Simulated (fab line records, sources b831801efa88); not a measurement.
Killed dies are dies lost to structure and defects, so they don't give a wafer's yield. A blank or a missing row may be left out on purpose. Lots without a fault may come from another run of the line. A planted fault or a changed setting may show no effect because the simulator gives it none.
A struck lot beside a sound one | flow gf180mcu | 17 steps out of a route of 602
Sound: wafers L823.2, L823.5, L823.6. Struck: wafer L833.5. (L833.6 of the same lot was not struck and is left out.) The cause comes at the end.
At each step with rows: each side's tool, then ch and its chambers, then its first start. Under that, the readings that differ: sound wafers | struck wafers | difference of the means | sigmas: that difference in standard deviations of wafers without a fault.
alike: readings whose means differ by less than 2 such deviations, and words and numbers that are the same on both sides. not compared: withheld readings, readings that some wafer has no value for, bounds like >300 that may hide the same value, and numbers for which the record gives no deviation and whose values overlap.
The two part at a step that has a row with sigmas, a row that says differs or no value, or rows on one side only. Numbers that don't overlap but have no deviation are shown without sigmas and don't part them. A reading that every wafer of one side lacks parts them only if that side has two wafers or more.

first, 5 steps without rows for these wafers: GF_SAB_COAT_04 (resist thk 1000 nm); GF_SAB_SOFTBAKE_05 (time 60 s); GF_SAB_EXPOSE_06 (exposes mask SAB, target cd 420 nm); GF_SAB_PEB_07; GF_SAB_DEVELOP_08 (develop time 60 s).
GF_SAB_CD_MEAS_09: target cd 420 nm.
  sound on cd_sem-02, day 17 23:39; struck on cd_sem-02, day 21 13:23
  reading    | sound             | struck | difference | sigmas
  cd_nm (nm) | 417.0 418.3 421.3 | 425.2  | +6.3       | +3
GF_SAB_OVL_MEAS_10:
  sound on overlay-01, day 17 23:46; struck on overlay-02, day 21 13:27
  alike: SAB_OVL
GF_SAB_ETCH_11: etches SiO2 in C4F8/O2/Ar, target depth 55 nm, time 8.5 s.
  sound on rie_diel-04 ch 1,2, day 17 23:47; struck on rie_diel-04 ch 3, day 21 13:29
  alike: oes_product_au
  not compared: rf_hours_counter_h
then, 1 step without rows for these wafers: GF_SAB_WET_ETCH_12 (etches SiO2 in dHF, target depth 22 nm, time 440 s).
GF_SAB_STRIP_13: strips in O2/N2.
  sound on plasma_asher-01 ch 0,1, day 17 23:56; struck on plasma_asher-01 ch 0, day 21 13:42
  alike: drypump_motor_current_A, heater_power_w, oes_product_au, strip_time_to_endpoint_s
  not compared: rf_hours_counter_h
then, 2 steps without rows for these wafers: GF_SALICIDE_CLEAN_00 (cleans in SC1/SC2, time 150 s); GF_SALICIDE_WET_ETCH_01 (etches SiO2 in dHF, target depth 5 nm, time 100 s).
GF_SALICIDE_SPUTTER_02: material Co, target thk 10 nm, time 20 s.
  sound on pvd_sputter-04, day 18 00:07; struck on pvd_sputter-04, day 21 13:50
  reading                                     | sound            | struck | difference | sigmas
  model.Co_of_SALICIDE_SPUTTER_02.thk_nm (nm) | 9.78 9.739 9.686 | 9.467  | -0.268     |
  alike: throttle_valve_pct
GF_SALICIDE_SPUTTER_03: material TiN, target thk 20 nm, time 16.7 s.
  sound on pvd_sputter-04, day 18 00:09; struck on pvd_sputter-04, day 21 13:52
  alike: throttle_valve_pct
GF_SALICIDE_RS_MEAS_04: measures by four-point-probe.
  sound on film_metro-02, day 18 00:12; struck on film_metro-02, day 21 13:57
  alike: SALICIDE_TIN_RS
GF_SALICIDE_THK_MEAS_05: measures by xrf.
  sound on film_metro-02, day 18 00:19; struck on film_metro-02, day 21 14:02
  alike: SALICIDE_TIN_THK
-- the record jumps here: 12 days lie between the struck wafers' starts before and after (it left off in module SALICIDE and takes up again in module PASSIVATION, whose first step shown is number 602 of the route) --
GF_PASSIVATION_PROBE_99:
  sound on prober-01, day 31 07:50; struck on prober-01, day 33 21:12
  not compared: model.etest.contact_pplus.end_ohm_um, model.etest.pplus_sal.line_ohm_um, model.etest.ppoly_sal.line_ohm_um, model.etest.npoly_sal.line_ohm_um, model.etest.nplus_sal.line_ohm_um, model.etest.ppoly_sal.rs_ohm_sq, model.etest.npoly_sal.rs_ohm_sq, model.etest.pplus_sal_6v.rs_ohm_sq

WHERE THEY PART
Only at GF_SAB_CD_MEAS_09, within this record. Later steps at which nothing parts them and some readings are alike: GF_SAB_OVL_MEAS_10, GF_SAB_ETCH_11, GF_SAB_STRIP_13, GF_SALICIDE_SPUTTER_02, GF_SALICIDE_SPUTTER_03, GF_SALICIDE_RS_MEAS_04, GF_SALICIDE_THK_MEAS_05.

WHY: what the simulator had put in
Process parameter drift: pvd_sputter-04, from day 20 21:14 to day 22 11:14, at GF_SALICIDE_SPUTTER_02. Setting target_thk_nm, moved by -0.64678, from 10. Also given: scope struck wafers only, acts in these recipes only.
